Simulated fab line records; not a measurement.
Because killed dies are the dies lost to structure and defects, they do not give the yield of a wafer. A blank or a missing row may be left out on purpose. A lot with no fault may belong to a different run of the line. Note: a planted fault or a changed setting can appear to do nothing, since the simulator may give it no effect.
Comparing a struck lot with a sound one -- flow sfq line -- 13 steps out of a route of 325
Sound: these wafers, L125.2, L125.3, L125.4. Struck: wafers L135.4, L135.5 (left out: L135.3, a lot-mate that was not struck); the cause follows at the end.
For every step that has rows: the tool of each side, followed by ch and its chambers, followed by its first start. Under that, the readings that differ: sound wafers -- struck wafers -- difference of the means -- sigmas: that difference in standard deviations of wafers without a fault.
alike: words and numbers the same on both sides, and readings whose means are apart by under 2 such deviations; not compared: readings that were withheld, readings missing a value for some wafer, numbers with overlapping values and no deviation given by the record, and bounds like >300 which may hide the same value.
Wherever a step has rows on one side only, a row that says differs or no value, or a row with sigmas, the two part there. Numbers that don't overlap but have no deviation are shown without sigmas and don't part them. Lack of a reading on every wafer of one side parts them only where that side has two or more wafers.

SFQ_TRILAYER_M3_DEP_SPUTTER_073: material Nb, target thk 200 nm, time 133.3 s.
  struck on pvd sputter-06, day 34 18:47; sound on pvd sputter-03, day 29 06:34
  alike: throttle valve pct
SFQ_M3_RS_MEAS_919: measures by four-point-probe.
  struck on film metro-04, day 34 18:55; sound on film metro-04, day 29 06:41
  alike: M3_NB_RS
then, 6 steps without rows for these wafers: SFQ_TRILAYER_M3_LITHO_COAT_080 (resist thk 62 nm); SFQ_TRILAYER_M3_LITHO_COAT_075 (resist thk 600 nm); SFQ_TRILAYER_M3_LITHO_SOFTBAKE_079; SFQ_TRILAYER_M3_LITHO_EXPOSE_076 (exposes mask M3, target cd 500 nm); SFQ_TRILAYER_M3_LITHO_PEB_078 (peb time 60 s); SFQ_TRILAYER_M3_LITHO_DEVELOP_077 (time 60 s).
-- the record jumps here: 5 days lie between the struck wafers' starts before and after --
SFQ_M3_OVL_MEAS_921:
  struck on overlay-02, day 40 06:50; sound on overlay-01, day 35 09:23
  alike: M3_OVL
SFQ_TRILAYER_M3_BARC_OPEN_METAL_ETCH_100: etches BARC in O2, target depth 125 nm, time 41.7 s.
  sound on rie metal-02 ch 0,1, day 35 09:25; struck on rie metal-02 ch 1, day 40 06:53
  alike: drypump motor current A, oes product au
  not compared: rf hours counter h
SFQ_TRILAYER_M3_ETCH_METAL_ETCH_078: etches Nb in Cl2/Ar, stops on SiO2, target depth 240 nm, time 120 s.
  sound on rie metal-02 ch 0,1, day 35 09:29; struck on rie metal-02 ch 1, day 40 06:58
  alike: drypump motor current A, oes product au
  not compared: rf hours counter h
SFQ_TRILAYER_M3_STRIP_STRIP_079: strips in O2.
  sound on rie metal-02 ch 0,1, day 35 09:37; struck on rie metal-02 ch 1, day 40 07:15
reading,sound,struck,difference,sigmas
platen temp c (C),39.77 40.10 40.04,39.38 39.38,-0.59,-5
  alike: drypump motor current A, oes product au
  not compared: rf hours counter h
then, 1 step without rows for these wafers: SFQ_TRILAYER_M3_STRIP_SOLV_CLEAN_080 (cleans in NMP, time 600 s).

WHERE THEY PART
Within this record, at SFQ_TRILAYER_M3_STRIP_STRIP_079 only.

WHY: the cause the simulator had injected
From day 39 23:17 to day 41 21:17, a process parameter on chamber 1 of rie metal-02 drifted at SFQ_TRILAYER_M3_STRIP_STRIP_079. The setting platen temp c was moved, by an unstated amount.
